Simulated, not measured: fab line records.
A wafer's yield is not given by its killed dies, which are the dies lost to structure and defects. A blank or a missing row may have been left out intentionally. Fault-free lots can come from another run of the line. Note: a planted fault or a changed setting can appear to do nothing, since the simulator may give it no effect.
Which tool did it? | flow sky130 | 6 lots, 18 wafers sampled, at 1 step of a route of 708

## WHAT EACH GAUGE READ, for each wafer
SKY_NWELL_RS_MEAS_31: measures by four-point-probe.
lot  | measured     | on           | PWDE_RS (ohm/sq)
L904 | day 7 21:10  | filmMetro-03 | 5269 5283 5259
L907 | day 8 13:28  | filmMetro-04 | 5284 5262 5283
L910 | day 9 16:34  | filmMetro-03 | 5302 5276 5294
L912 | day 9 23:19  | filmMetro-04 | 5246 5263 5256
L915 | day 10 16:13 | filmMetro-03 | 5275 5275 5288
L916 | day 11 18:25 | filmMetro-01 | 5264 5254 5253

## WHAT TOOL EACH LOT RAN ON (gives the tool, then ch and the chambers of the sampled wafers, and finally the start)
Before these readings, the record contains no process step.

## THE ANSWER, worked out from the rows above alone
Rule: the lots themselves supply what counts as usual. The widest of any qualifying gaps counts: lots, ordered by their means at a reading, are off when they make up no more than a third of the lots, leave a main group of 4 or more, and stand apart from it by 3 or more times the standard deviation of that group's means. A main group whose means are all the same, to the digits that the tables above print for the reading, isn't used. Also off: a lot with no number at a reading for which 4 or more lots have one. The other lots that the step has rows for count as sound.
Across all readings shown, no lot is off: no conclusion can be drawn from this.

## WHAT THE SIMULATOR PUT IN
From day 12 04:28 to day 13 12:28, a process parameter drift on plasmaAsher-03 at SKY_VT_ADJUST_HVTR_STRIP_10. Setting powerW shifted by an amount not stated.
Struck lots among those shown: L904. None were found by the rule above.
